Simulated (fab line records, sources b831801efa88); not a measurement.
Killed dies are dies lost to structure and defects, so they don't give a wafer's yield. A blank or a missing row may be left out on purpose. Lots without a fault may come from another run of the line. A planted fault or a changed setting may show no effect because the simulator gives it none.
A struck lot beside a sound one | flow gf180mcu | 26 steps out of a route of 602
Sound: wafers L680.1, L680.4, L680.6. Struck: wafers L677.1, L677.4, L677.5. The cause comes at the end.
At each step with rows: each side's tool, then ch and its chambers, then its first start. Under that, the readings that differ: sound wafers | struck wafers | difference of the means | sigmas: that difference in standard deviations of wafers without a fault.
alike: readings whose means differ by less than 2 such deviations, and words and numbers that are the same on both sides. not compared: withheld readings, readings that some wafer has no value for, bounds like >300 that may hide the same value, and numbers for which the record gives no deviation and whose values overlap.
The two part at a step that has a row with sigmas, a row that says differs or no value, or rows on one side only. Numbers that don't overlap but have no deviation are shown without sigmas and don't part them. A reading that every wafer of one side lacks parts them only if that side has two wafers or more.

first, 1 step without rows for these wafers: GF_VT_IMPLANT_IMPLANT_08.
GF_VT_IMPLANT_STRIP_09: strips in O2/N2.
  sound on plasma_asher-04 ch 0,1, day 10 14:28; struck on plasma_asher-02 ch 0,1, day 9 11:06
  alike: chamber_pressure_mTorr, drypump_motor_current_A, heater_power_w, oes_product_au, strip_time_to_endpoint_s
  not compared: rf_hours_counter_h
GF_VT_IMPLANT_TW_MEAS_10:
  sound on film_metro-01, day 10 14:34; struck on film_metro-01, day 9 11:12
  alike: VT_IMPLANT_TW
then, 7 steps without rows for these wafers: GF_VT_IMPLANT_DEHYDRATE_11 (time 60 s); GF_VT_IMPLANT_HMDS_12 (prime time 60 s); GF_VT_IMPLANT_COAT_13 (resist thk 1000 nm); GF_VT_IMPLANT_SOFTBAKE_14 (time 60 s); GF_VT_IMPLANT_EXPOSE_15 (exposes mask Nwell LV AREA, target cd 860 nm); GF_VT_IMPLANT_PEB_16; GF_VT_IMPLANT_DEVELOP_17 (develop time 60 s).
GF_VT_IMPLANT_OVL_MEAS_18:
  sound on overlay-01, day 11 08:28; struck on overlay-01, day 10 04:28
  alike: VT_IMPLANT_01_OVL
then, 1 step without rows for these wafers: GF_VT_IMPLANT_IMPLANT_19.
GF_VT_IMPLANT_STRIP_20: strips in O2/N2.
  sound on plasma_asher-04 ch 0,1, day 11 08:40; struck on plasma_asher-02 ch 0, day 10 04:39
  no value came back on the struck wafers for any of 5 readings (chamber_pressure_mTorr (mTorr), drypump_motor_current_A (A) and others); on the sound wafers chamber_pressure_mTorr (mTorr) reads 1499.8 1497.0 1501.6
  reading                                         | sound | struck          | difference | sigmas
  model.NOVOLAK_of_VT_IMPLANT_COAT_13.thk_nm (nm) | 0 0 0 | 999.8 1000 1000 | +999.9     |
  not compared: rf_hours_counter_h
GF_VT_IMPLANT_TW_MEAS_21:
  sound on film_metro-02, day 11 08:46; struck on film_metro-03, day 10 04:45
  reading         | sound          | struck         | difference | sigmas
  VT_IMPLANT_2_TW | 1226 1221 1227 | 1201 1203 1199 | -24        | -3
then, 7 steps without rows for these wafers: GF_VT_IMPLANT_DEHYDRATE_22 (time 60 s); GF_VT_IMPLANT_HMDS_23 (prime time 60 s); GF_VT_IMPLANT_COAT_24 (resist thk 1000 nm); GF_VT_IMPLANT_SOFTBAKE_25 (time 60 s); GF_VT_IMPLANT_EXPOSE_26 (exposes mask LVPWELL HV AREA, target cd 860 nm); GF_VT_IMPLANT_PEB_27; GF_VT_IMPLANT_DEVELOP_28 (develop time 60 s).
GF_VT_IMPLANT_OVL_MEAS_29:
  sound on overlay-02, day 12 03:22; struck on overlay-01, day 10 22:34
  alike: VT_IMPLANT_02_OVL
then, 1 step without rows for these wafers: GF_VT_IMPLANT_IMPLANT_30.
GF_VT_IMPLANT_STRIP_31: strips in O2/N2.
  sound on plasma_asher-03 ch 0,1, day 12 03:33; struck on plasma_asher-03 ch 0, day 10 22:45
  reading                        | sound                | struck               | difference | sigmas
  chamber_pressure_mTorr (mTorr) | 1500.3 1498.9 1503.0 | 1497.0 1496.6 1499.1 | -3.2       | -2
  strip_time_to_endpoint_s (s)   | 12.60 12.62 12.61    | 27.63 27.65 27.64    | +15.03     | +99 or more
  alike: drypump_motor_current_A, heater_power_w, oes_product_au
  not compared: rf_hours_counter_h
GF_VT_IMPLANT_TW_MEAS_32:
  sound on film_metro-02, day 12 03:39; struck on film_metro-01, day 10 23:05
  reading         | sound             | struck         | difference | sigmas
  VT_IMPLANT_3_TW | 270.7 272.7 270.7 | 29.9 30.1 30.0 | -241.4     | -99 or more
  not compared: hold
then, 1 step without rows for these wafers: GF_PASSIVATION_PROBE_99.

WHERE THEY PART
First at GF_VT_IMPLANT_STRIP_20; last, within this record, at GF_VT_IMPLANT_TW_MEAS_32.

WHY: what the simulator had put in
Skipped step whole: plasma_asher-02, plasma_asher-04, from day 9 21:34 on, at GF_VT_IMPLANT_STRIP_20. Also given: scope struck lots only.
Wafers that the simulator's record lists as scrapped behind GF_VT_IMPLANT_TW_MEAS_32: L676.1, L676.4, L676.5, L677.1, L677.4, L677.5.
